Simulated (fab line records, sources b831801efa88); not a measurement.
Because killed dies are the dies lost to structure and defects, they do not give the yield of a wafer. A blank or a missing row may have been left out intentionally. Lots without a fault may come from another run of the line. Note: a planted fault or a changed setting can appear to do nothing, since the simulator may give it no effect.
A lot that was struck, set against a sound lot -- flow gf180mcu -- 36 steps out of a route of 602
Sound: wafers L297.1, L297.3, L297.4. Struck: wafers L305.1, L305.2, L305.5. The cause comes at the end.
For every step that has rows: the tool of each side, followed by ch and its chambers, followed by its first start. Under that, the readings that differ: sound wafers -- struck wafers -- difference of the means -- sigmas: that difference in standard deviations of wafers without a fault.
alike: a reading whose means differ by less than 2 such deviations, as well as words and numbers matching on both sides. not compared: withheld readings; readings where some wafer has no value; bounds like >300 that might hide an equal value; numbers whose values overlap and for which the record gives no deviation.
Wherever a step has rows on one side only, a row that says differs or no value, or a row with sigmas, the two part there. Numbers that have no deviation but don't overlap get no sigmas and don't part them. Lack of a reading on every wafer of one side parts them only where that side has two or more wafers.

GF_HV_LDD_STRIP_49: strips in O2/N2.
  sound on plasma-asher-02 ch 0,1, day 12 21:40; struck on plasma-asher-02 ch 0,1, day 15 01:58
  alike: drypump-motor-current-A, heater-power-w, oes-product-au, strip-time-to-endpoint-s
  not compared: rf-hours-counter-h
GF_HV_LDD_TW_MEAS_50:
  sound on film-metro-01 at day 12 21:46; struck on film-metro-02 at day 15 02:04
  alike: HV_LDD_4_TW
then, 1 step without rows for these wafers: GF_HV_LDD_CLEAN_51 (cleans in SC1/SC2, time 150 s).
GF_HV_LDD_RTA_52: time 10 s.
  sound on rtp-anneal-01 ch 0, day 12 21:53; struck on rtp-anneal-02 ch 0, day 15 02:11
  alike: chamber-o2-ppm, lamp-power-pct, wafer_temp_C_max
GF_HV_LDD_RS_MEAS_53: the measuring method here is four-point-probe.
  sound on film-metro-03 at day 12 21:57; struck on film-metro-03 at day 15 02:15
  alike: HV_LDD_RS
then, 1 step without rows for these wafers: GF_HV_LDD_CVD_54 (deposits SiO2 from TEOS, target thk 10 nm, time 75 s).
GF_HV_LDD_THK_MEAS_55:
  sound on film-metro-03 at day 13 00:22; struck on film-metro-03 at day 15 03:31
  alike: HV_LDD_CVD_54_THK
then, 1 step without rows for these wafers: GF_HV_LDD_CVD_56 (deposits Si3N4 from DCS/NH3, target thk 90 nm, time 1543 s).
GF_HV_LDD_THK_MEAS_57:
  sound on film-metro-03 at day 13 02:34; struck on film-metro-01 at day 15 07:07
  alike: HV_LDD_CVD_56_THK
GF_HV_LDD_ETCHBACK_58: etches Si3N4 in CH3F/O2, stops on SiO2, time 100 s, target depth 90 nm.
  sound on rie-diel-03 ch 1,2,3, day 13 02:38; struck on rie-diel-01 ch 0,3, day 15 07:11
  alike: drypump-motor-current-A, oes-product-au, throttle-valve-pct
  not compared: rf-hours-counter-h
then, 2 steps without rows for these wafers: GF_NSD_DEHYDRATE_00 (time 60 s); GF_NSD_HMDS_01 (prime time 60 s).
GF_NSD_COAT_02: resist thk 1000 nm.
  sound on litho-track-02 ch 0, day 13 11:40; struck on litho-track-02, day 15 16:34
  no value came back on the struck wafers for chill-plate-temp-C (C), dispense-pressure-kPa (kPa); on the sound wafers chill-plate-temp-C (C) reads 22.97 23.05 23.10
then, 4 steps without rows for these wafers: GF_NSD_SOFTBAKE_03 (time 60 s); GF_NSD_EXPOSE_04 (exposes mask Nplus, target cd 400 nm); GF_NSD_PEB_05; GF_NSD_DEVELOP_06 (develop time 60 s).
GF_NSD_CD_MEAS_07: the cd target is 400 nm.
  sound on cd-sem-02 at day 13 22:28; struck on cd-sem-01 at day 16 03:09
reading,sound,struck,difference,sigmas
cd-nm (nm),403.7 401.9 401.8,- - -,no value on the struck wafers,
GF_NSD_OVL_MEAS_08:
  sound on overlay-01 at day 13 22:35; struck on overlay-02 at day 16 03:16
reading,sound,struck,difference,sigmas
NSD_OVL (nm),-1.2 0.9 0.6,- - -,no value on the struck wafers,
then, 2 steps without rows for these wafers: GF_NSD_IMPLANT_09; GF_NSD_IMPLANT_10.
GF_NSD_STRIP_11: strips in O2/N2.
  sound on plasma-asher-01 ch 0,1, day 13 22:55; struck on plasma-asher-02 ch 0,1, day 16 03:37
  no value came back on the struck wafers for oes-product-au (a.u.), strip-time-to-endpoint-s (s); on the sound wafers oes-product-au (a.u.) reads 0.481 0.493 0.488
reading,sound,struck,difference,sigmas
drypump-motor-current-A (A),6.4 6.5 6.4,5.6 5.4 5.4,-1.0,-3
heater-power-w (W),387 354 386,320 325 333,-50,-2
  not compared: rf-hours-counter-h
GF_NSD_TW_MEAS_12:
  sound on film-metro-02 at day 13 23:01; struck on film-metro-02 at day 16 03:43
  alike: NSD_TW
then, 7 steps without rows for these wafers: GF_PSD_DEHYDRATE_00 (time 60 s); GF_PSD_HMDS_01 (prime time 60 s); GF_PSD_COAT_02 (resist thk 1005 nm); GF_PSD_SOFTBAKE_03 (time 60 s); GF_PSD_EXPOSE_04 (exposes mask Pplus, target cd 400 nm); GF_PSD_PEB_05; GF_PSD_DEVELOP_06 (develop time 60 s).
GF_PSD_CD_MEAS_07: the cd target is 400 nm.
  sound on cd-sem-01 at day 14 18:41; struck on cd-sem-01 at day 17 01:40
reading,sound,struck,difference,sigmas
cd-nm (nm),397.2 394.4 396.7,399.7 399.3 402.8,+4.5,+2
GF_PSD_OVL_MEAS_08:
  sound on overlay-01 at day 14 18:48; struck on overlay-02 at day 17 01:47
  alike: PSD_OVL
after that, 1 step had no rows for these wafers: GF_PSD_IMPLANT_09.
GF_PSD_STRIP_10: strips in O2/N2.
  sound on plasma-asher-04 ch 0,1, day 14 18:59; struck on plasma-asher-04 ch 0,1, day 17 01:59
  alike: drypump-motor-current-A, heater-power-w, oes-product-au, strip-time-to-endpoint-s
  not compared: rf-hours-counter-h
GF_PSD_TW_MEAS_11:
  sound on film-metro-02 at day 14 19:05; struck on film-metro-04 at day 17 02:05
reading,sound,struck,difference,sigmas
PSD_TW,3142 3159 3182,4278 4306 4299,+1133,+52
then, 1 step without rows for these wafers: GF_PSD_CLEAN_12 (cleans in SC1/SC2, time 150 s).

## WHERE THEY PART
At GF_NSD_COAT_02 first; at GF_PSD_TW_MEAS_11 last (within this record only).

WHY: whatever the simulator had introduced
Entire step skipped (litho-track-02, GF_NSD_COAT_02), from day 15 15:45 onward. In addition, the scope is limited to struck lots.
